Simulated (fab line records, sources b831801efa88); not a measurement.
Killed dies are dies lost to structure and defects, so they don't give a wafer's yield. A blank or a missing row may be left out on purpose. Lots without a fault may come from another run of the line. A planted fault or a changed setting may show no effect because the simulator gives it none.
Chamber matching | flow sky130 | SKY_CONTACT_CMP_04 on cmp-01: 4 sister chambers
The step polishes SiO2. 20 wafers are shown with their chamber, then 10 later ones without.

WAFERS WITH THEIR CHAMBER
wafer  | chamber | motor_current_A (A) | time_to_endpoint_s (s) | platen_rpm (rpm)
L828.3 | 1       | 12.1                | 73                     | 60.03
L828.4 | 2       | 12.6                | 85                     | 60.03
L828.6 | 3       | 11.7                | 85                     | 59.99
L829.2 | 3       | 11.4                | 86                     | 59.99
L829.3 | 1       | 11.6                | 66                     | 60.04
L829.4 | 0       | 13.6                | 74                     | 60.01
L831.3 | 0       | 11.7                | 79                     | 60.00
L831.5 | 3       | 11.6                | 86                     | 60.05
L831.6 | 0       | 12.6                | 80                     | 60.04
L832.1 | 3       | 12.2                | 102                    | 59.99
L832.2 | 0       | 12.1                | 102                    | 60.00
L832.4 | 2       | 12.0                | 102                    | 60.00
L834.1 | 2       | 13.0                | 103                    | 59.91
L834.5 | 0       | 13.2                | 103                    | 60.01
L834.6 | 1       | 12.5                | 98                     | 59.95
L843.2 | 3       | 11.7                | 84                     | 59.98
L843.3 | 2       | 12.3                | 78                     | 60.02
L843.5 | 1       | 11.7                | 65                     | 59.97
L845.4 | 2       | 12.0                | 88                     | 59.99
L845.5 | 3       | 11.5                | 86                     | 59.95

SIGNATURES (means of the wafers above)
reading            | chamber 0 | chamber 1 | chamber 2 | chamber 3 | scatter within a chamber
motor_current_A    | 12.640    | 11.975    | 12.380    | 11.683    | 0.502
time_to_endpoint_s | 87.60     | 75.50     | 91.20     | 88.17     | 11.7
platen_rpm         | 60.0120   | 59.9975   | 59.9900   | 59.9917   | 0.0364
Rule: a wafer's distance from a chamber is the root of the sum, over the readings, of the square of ((its reading less the chamber's mean) divided by the reading's scatter). The wafer belongs to the nearest chamber; if the next one is less than 2 further off, it can't be placed. The scatter: the root of (the sum of the squares of (reading less its chamber's mean) over the shown wafers, divided by (wafers less chambers)).

WAFERS WITHOUT THEIR CHAMBER
wafer  | motor_current_A (A) | time_to_endpoint_s (s) | platen_rpm (rpm)
L845.6 | 12.7                | 85                     | 60.09
L846.1 | 12.5                | 86                     | 59.99
L846.2 | 12.2                | 77                     | 59.98
L846.5 | 12.1                | 76                     | 59.96
L847.1 | 12.2                | 82                     | 60.03
L847.4 | 11.5                | 81                     | 60.02
L847.6 | 11.7                | 69                     | 60.02
L849.1 | 11.8                | 70                     | 60.01
L849.2 | 12.7                | 75                     | 60.00
L849.3 | 12.3                | 83                     | 60.09

WHICH CHAMBER EACH WENT THROUGH
wafer  | from the rows above               | in truth
L845.6 | can't be placed: 0 or 2 or 1 or 3 | 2
L846.1 | can't be placed: 2 or 0 or 1 or 3 | 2
L846.2 | can't be placed: 1 or 2 or 3 or 0 | 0
L846.5 | can't be placed: 1 or 3 or 2 or 0 | 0
L847.1 | can't be placed: 0 or 1 or 2 or 3 | 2
L847.4 | can't be placed: 3 or 1 or 2 or 0 | 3
L847.6 | can't be placed: 1 or 3 or 0 or 2 | 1
L849.1 | can't be placed: 1 or 3 or 2 or 0 | 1
L849.2 | can't be placed: 0 or 1 or 2 or 3 | 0
L849.3 | can't be placed: 0 or 1 or 2 or 3 | 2
Placed correctly: 0 of 10. Can't be placed from these rows: 10 (the true chamber is among the candidates in 10). Placed wrongly: 0.
